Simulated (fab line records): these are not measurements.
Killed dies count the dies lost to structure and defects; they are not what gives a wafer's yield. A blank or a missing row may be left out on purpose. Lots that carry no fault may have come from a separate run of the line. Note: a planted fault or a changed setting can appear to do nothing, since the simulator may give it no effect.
Split-lot experiment || flow sky130 || 23 wafers read from 5 lots, route of 708 steps

== ON THE SPLIT ==
At SKY_PAD_OPEN_COAT_02 (resist thk 3000 nm), the setting resist_thk_nm was moved away from the recipe's 3000 nm on 10 of the 23 wafers read, by -4.5% to +5.2%. For the rest of the wafers, this setting stayed at what the recipe calls for.

The split's own step is where the reading is taken.

== THE READING ==
coat_of_PAD_OPEN_COAT_02.thk_nm (the simulator's own value, which no gauge read), in nm, at SKY_PAD_OPEN_COAT_02 (resist thk 3000 nm). There is no usual value for it anywhere in the file. Across the 13 wafers here that went through the recipe, the average is 2997 nm and the standard deviation 7.9 nm.

{"wafer": "L075.1", "tool, chamber at the split": "litho_track-02, 0", "resist_thk_nm as run, nm": 3000, "against the recipe": "recipe", "coat_of_PAD_OPEN_COAT_02.thk_nm, nm": 2992, "against lot-mates on the recipe": "-"}
{"wafer": "L075.2", "tool, chamber at the split": "litho_track-02, 0", "resist_thk_nm as run, nm": 3155, "against the recipe": "+5.2%", "coat_of_PAD_OPEN_COAT_02.thk_nm, nm": 3150, "against lot-mates on the recipe": "+159"}
{"wafer": "L075.3", "tool, chamber at the split": "litho_track-02, 0", "resist_thk_nm as run, nm": 3155, "against the recipe": "+5.2%", "coat_of_PAD_OPEN_COAT_02.thk_nm, nm": 3148, "against lot-mates on the recipe": "+157"}
{"wafer": "L075.5", "tool, chamber at the split": "litho_track-02, 0", "resist_thk_nm as run, nm": 3000, "against the recipe": "recipe", "coat_of_PAD_OPEN_COAT_02.thk_nm, nm": 2995, "against lot-mates on the recipe": "-"}
{"wafer": "L075.6", "tool, chamber at the split": "litho_track-02, 0", "resist_thk_nm as run, nm": 3000, "against the recipe": "recipe", "coat_of_PAD_OPEN_COAT_02.thk_nm, nm": 2987, "against lot-mates on the recipe": "-"}
{"wafer": "L076.2", "tool, chamber at the split": "litho_track-04, 0", "resist_thk_nm as run, nm": 3000, "against the recipe": "recipe", "coat_of_PAD_OPEN_COAT_02.thk_nm, nm": 2995, "against lot-mates on the recipe": "-"}
{"wafer": "L076.3", "tool, chamber at the split": "litho_track-04, 0", "resist_thk_nm as run, nm": 3000, "against the recipe": "recipe", "coat_of_PAD_OPEN_COAT_02.thk_nm, nm": 2996, "against lot-mates on the recipe": "-"}
{"wafer": "L076.4", "tool, chamber at the split": "litho_track-04, 0", "resist_thk_nm as run, nm": 3156, "against the recipe": "+5.2%", "coat_of_PAD_OPEN_COAT_02.thk_nm, nm": 3155, "against lot-mates on the recipe": "+160"}
{"wafer": "L076.5", "tool, chamber at the split": "litho_track-04, 0", "resist_thk_nm as run, nm": 3156, "against the recipe": "+5.2%", "coat_of_PAD_OPEN_COAT_02.thk_nm, nm": 3151, "against lot-mates on the recipe": "+156"}
{"wafer": "L076.6", "tool, chamber at the split": "litho_track-04, 0", "resist_thk_nm as run, nm": 3156, "against the recipe": "+5.2%", "coat_of_PAD_OPEN_COAT_02.thk_nm, nm": 3157, "against lot-mates on the recipe": "+162"}
{"wafer": "L079.3", "tool, chamber at the split": "litho_track-02, 0", "resist_thk_nm as run, nm": 3000, "against the recipe": "recipe", "coat_of_PAD_OPEN_COAT_02.thk_nm, nm": 2992, "against lot-mates on the recipe": "-"}
{"wafer": "L079.5", "tool, chamber at the split": "litho_track-02, 0", "resist_thk_nm as run, nm": 3000, "against the recipe": "recipe", "coat_of_PAD_OPEN_COAT_02.thk_nm, nm": 2996, "against lot-mates on the recipe": "-"}
{"wafer": "L079.6", "tool, chamber at the split": "litho_track-02, 0", "resist_thk_nm as run, nm": 3000, "against the recipe": "recipe", "coat_of_PAD_OPEN_COAT_02.thk_nm, nm": 2984, "against lot-mates on the recipe": "-"}
{"wafer": "L082.1", "tool, chamber at the split": "litho_track-03, 0", "resist_thk_nm as run, nm": 3000, "against the recipe": "recipe", "coat_of_PAD_OPEN_COAT_02.thk_nm, nm": 3002, "against lot-mates on the recipe": "-"}
{"wafer": "L082.2", "tool, chamber at the split": "litho_track-03, 0", "resist_thk_nm as run, nm": 3000, "against the recipe": "recipe", "coat_of_PAD_OPEN_COAT_02.thk_nm, nm": 3011, "against lot-mates on the recipe": "-"}
{"wafer": "L082.3", "tool, chamber at the split": "litho_track-03, 0", "resist_thk_nm as run, nm": 3000, "against the recipe": "recipe", "coat_of_PAD_OPEN_COAT_02.thk_nm, nm": 3009, "against lot-mates on the recipe": "-"}
{"wafer": "L082.4", "tool, chamber at the split": "litho_track-03, 0", "resist_thk_nm as run, nm": 2866, "against the recipe": "-4.5%", "coat_of_PAD_OPEN_COAT_02.thk_nm, nm": 2873, "against lot-mates on the recipe": -134}
{"wafer": "L082.5", "tool, chamber at the split": "litho_track-03, 0", "resist_thk_nm as run, nm": 2866, "against the recipe": "-4.5%", "coat_of_PAD_OPEN_COAT_02.thk_nm, nm": 2875, "against lot-mates on the recipe": -132}
{"wafer": "L084.1", "tool, chamber at the split": "litho_track-03, 0", "resist_thk_nm as run, nm": 3000, "against the recipe": "recipe", "coat_of_PAD_OPEN_COAT_02.thk_nm, nm": 2999, "against lot-mates on the recipe": "-"}
{"wafer": "L084.2", "tool, chamber at the split": "litho_track-03, 0", "resist_thk_nm as run, nm": 2887, "against the recipe": "-3.8%", "coat_of_PAD_OPEN_COAT_02.thk_nm, nm": 2896, "against lot-mates on the recipe": -108}
{"wafer": "L084.4", "tool, chamber at the split": "litho_track-03, 0", "resist_thk_nm as run, nm": 2887, "against the recipe": "-3.8%", "coat_of_PAD_OPEN_COAT_02.thk_nm, nm": 2890, "against lot-mates on the recipe": -114}
{"wafer": "L084.5", "tool, chamber at the split": "litho_track-03, 0", "resist_thk_nm as run, nm": 2887, "against the recipe": "-3.8%", "coat_of_PAD_OPEN_COAT_02.thk_nm, nm": 2901, "against lot-mates on the recipe": -102}
{"wafer": "L084.6", "tool, chamber at the split": "litho_track-03, 0", "resist_thk_nm as run, nm": 3000, "against the recipe": "recipe", "coat_of_PAD_OPEN_COAT_02.thk_nm, nm": 3008, "against lot-mates on the recipe": "-"}

FIT RESULTS
A straight line over all 23 wafers: coat_of_PAD_OPEN_COAT_02.thk_nm changes by +28.8 nm for each +1% of resist_thk_nm; r = +1.00; the points scatter about the line by 7.3 nm.
The same after taking each lot's own level away (the mean of its wafers on the recipe; 23 wafers): +30 nm for each +1%; r = +1.00; scatter 4.1 nm.
Per that fit: largest resist_thk_nm move, reading shift of 1.6e+02 nm.
The span of the lots' own levels, 2990.7 to 3007.3 nm, comes to 2.1 times the standard deviation stated above.
The two slopes are in agreement: the lot-to-lot level therefore moves the slope only a little.
Check: with one of the wafers moved furthest among these (+5.2%) left out of the fit, the line predicts +157 nm for it against its lot-mates. Against them it came out at +160 nm.

== THE OTHER SPLITS THESE WAFERS WENT THROUGH ==
Before the reading, these wafers also passed through other splits. Each is held against what the fit with the lots' levels taken away leaves over:
{"other split on the same wafers": "SKY_METAL5_SOFTBAKE_10 temp_c", "wafers away from the commonest value": 7, "r with coat_of_PAD_OPEN_COAT_02.thk_nm (lot level and that fit taken away)": -0.12}
{"other split on the same wafers": "SKY_PASSIVATION_COAT_06 resist_thk_nm", "wafers away from the commonest value": 10, "r with coat_of_PAD_OPEN_COAT_02.thk_nm (lot level and that fit taken away)": -0.17}

== FILE'S OWN FIT ==
coat_of_PAD_OPEN_COAT_02.thk_nm changes by +30 nm for each +1% of resist_thk_nm, r = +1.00.
